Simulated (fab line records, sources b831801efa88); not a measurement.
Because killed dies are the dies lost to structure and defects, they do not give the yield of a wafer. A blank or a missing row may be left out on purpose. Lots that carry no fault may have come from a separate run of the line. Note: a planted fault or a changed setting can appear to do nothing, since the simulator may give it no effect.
Problem report in the 8D (eight disciplines) form, filled by code || flow sky130 || the parts of the form that need people (team, actions taken, sign-off) are left out

== 1. THE PROBLEM ==
LI_CONTACT_OVL at SKY_LI_CONTACT_OVL_MEAS_13 reads a mean of 64 nm on 9 wafers of 3 lots; wafers without a fault read 0 nm with a standard deviation of 4.9. Measured from the usual mean, that is +13 standard deviations.
Seen first at day 31 09:19 on overlay-01, wafer L173.3. The record has a number at this step for 36 wafers belonging to 12 lots. Rule for "out" (also "out of limits"): further than 4 standard deviations from the usual mean. All remaining wafers that have a number are taken as sound.

== 2. WHAT IT IS; WHAT IT IS NOT ==
{"question": "which readings at this step", "is": "LI_CONTACT_OVL", "is not": "-"}
{"question": "which lots", "is": "L173, L175, L179", "is not": "L167, L168, L169, L171, L180, L185, L186, L187, L189"}
{"question": "which wafers of those lots", "is": "all that have a number", "is not": "-"}
{"question": "read on which gauges", "is": "overlay-01, overlay-02", "is not": "-"}
{"question": "when", "is": "from day 31 09:19", "is not": "up to then (12 sound wafers); but 15 sound wafers of L180, L185, L186, L187, L189 came after"}

== 3. THE SUSPECTS, EACH WITH WHAT RULES IT OUT ==
Counting: a tool stays on the suspect list if, at a process step up to the reading, it processed all lots that are out and no sound lot following the first of them.
- the gauge at SKY_LI_CONTACT_OVL_MEAS_13 is ruled out. 2 gauges (overlay-01, overlay-02) read the wafers that are out.
- krf_scanner-02 at SKY_LI_CONTACT_EXPOSE_09 (exposes mask LICM1, target cd 170 nm): kept. It processed each lot that is out, first L173 at day 30 19:37, and no sound lot thereafter; up to then, the last sound lot it processed was L169 at day 29 18:25.
Left after counting: krf_scanner-02 at SKY_LI_CONTACT_EXPOSE_09.

== 4. THE CAUSE (what the simulator had put in) ==
Scanner matching overlay: krf_scanner-02, from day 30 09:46 on, at SKY_LI_CONTACT_EXPOSE_09. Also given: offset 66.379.
Counting left only this tool.

== 5. THE CHAIN OF EFFECTS, in route order ==
Each row: a reading where the mean over the struck wafers with a number is more than 3 standard deviations away from the usual. Readings are gone through only where the record gives a usual standard deviation; hours: the median, over the lots, of the time from a lot's start at the first step in this table giving one to that lot's start at this step; sigmas: the change measured in usual standard deviations.
{"hours": 0, "step": "SKY_LI_CONTACT_OVL_MEAS_13", "reading": "LI_CONTACT_OVL", "usual": "0 nm", "on struck wafers": 64, "change": "+64", "sigmas": "+13"}

== 6. WHAT WOULD HAVE CAUGHT IT SOONER ==
24 hours passed between the start of the fault at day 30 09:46 and the first reading out of limits at a measuring or inspecting step in this record, taken at day 31 09:19.
L175, L179, from the lots that are out (3), started SKY_LI_CONTACT_EXPOSE_09 on krf_scanner-02 later than day 31 09:19. A hold on the tool at that time would have spared those 2.
